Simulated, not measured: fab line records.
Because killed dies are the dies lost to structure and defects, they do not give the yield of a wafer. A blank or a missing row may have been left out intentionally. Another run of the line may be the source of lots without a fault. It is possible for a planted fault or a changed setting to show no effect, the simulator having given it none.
Matching of chambers    flow sky130    SKY_VIA3_CMP_02 on cmp-01: 4 sister chambers
The step polishes SiO2. 22 wafers are shown with their chamber, then 11 later ones without.

## WAFERS PAIRED WITH THEIR CHAMBERS
wafer   chamber  motorCurrentA (A)  slurryFlowMlMin
L075.1  2        9.1                150.0
L075.4  1        11.1               149.9
L075.5  1        11.4               150.8
L076.1  0        12.7               149.8
L076.4  2        8.8                150.0
L076.6  0        11.7               150.1
L081.3  1        11.5               149.9
L081.4  0        11.9               150.6
L081.5  2        9.5                150.4
L085.1  2        8.8                149.2
L085.2  1        11.3               150.1
L085.3  3        12.7               149.5
L086.2  1        11.5               149.2
L086.3  2        9.1                149.9
L086.4  3        12.7               151.2
L089.1  0        12.3               150.6
L089.2  3        12.7               149.7
L089.4  2        8.5                149.4
L091.2  0        12.2               150.3
L091.5  0        12.7               149.8
L091.6  1        11.4               149.7
L093.3  1        10.9               150.5

SIGNATURES (averages over the wafers above)
reading          chamber 0  chamber 1  chamber 2  chamber 3  scatter within a chamber
motorCurrentA    12.250     11.300     8.967      12.700     0.31
slurryFlowMlMin  150.200    150.014    149.817    150.133    0.527
Rule: for a wafer and a chamber, the distance is found by dividing, reading by reading, the gap between the wafer's reading and the chamber's mean by the reading's scatter, squaring, summing and taking the root. The wafer belongs to the nearest chamber; if the next one is less than 2 further off, it can't be placed. The scatter: take each reading less its chamber's mean, square it, sum over the shown wafers, divide by the number of wafers less the number of chambers, and take the root.

## WAFERS WITH NO CHAMBER GIVEN
wafer   motorCurrentA (A)  slurryFlowMlMin
L093.4  8.9                150.0
L093.5  9.3                150.5
L095.2  8.9                149.9
L095.3  11.6               149.5
L095.6  12.1               149.4
L096.2  9.1                150.5
L096.4  11.2               150.1
L096.6  12.5               150.0
L097.4  11.7               150.0
L097.5  11.8               150.0
L097.6  9.1                149.9

## WHICH CHAMBER EACH WENT THROUGH
wafer   from the rows above           in truth
L093.4  2                             2
L093.5  2                             2
L095.2  2                             2
L095.3  can't be placed: 1 or 0       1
L095.6  can't be placed: 0 or 3 or 1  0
L096.2  2                             2
L096.4  1                             1
L096.6  can't be placed: 3 or 0       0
L097.4  can't be placed: 1 or 0 or 3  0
L097.5  can't be placed: 0 or 1 or 3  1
L097.6  2                             2
Correct placement for 6 of the 11. From these rows, 5 cannot be placed; in 5 the true chamber is one of the candidates. Placed wrongly: 0.
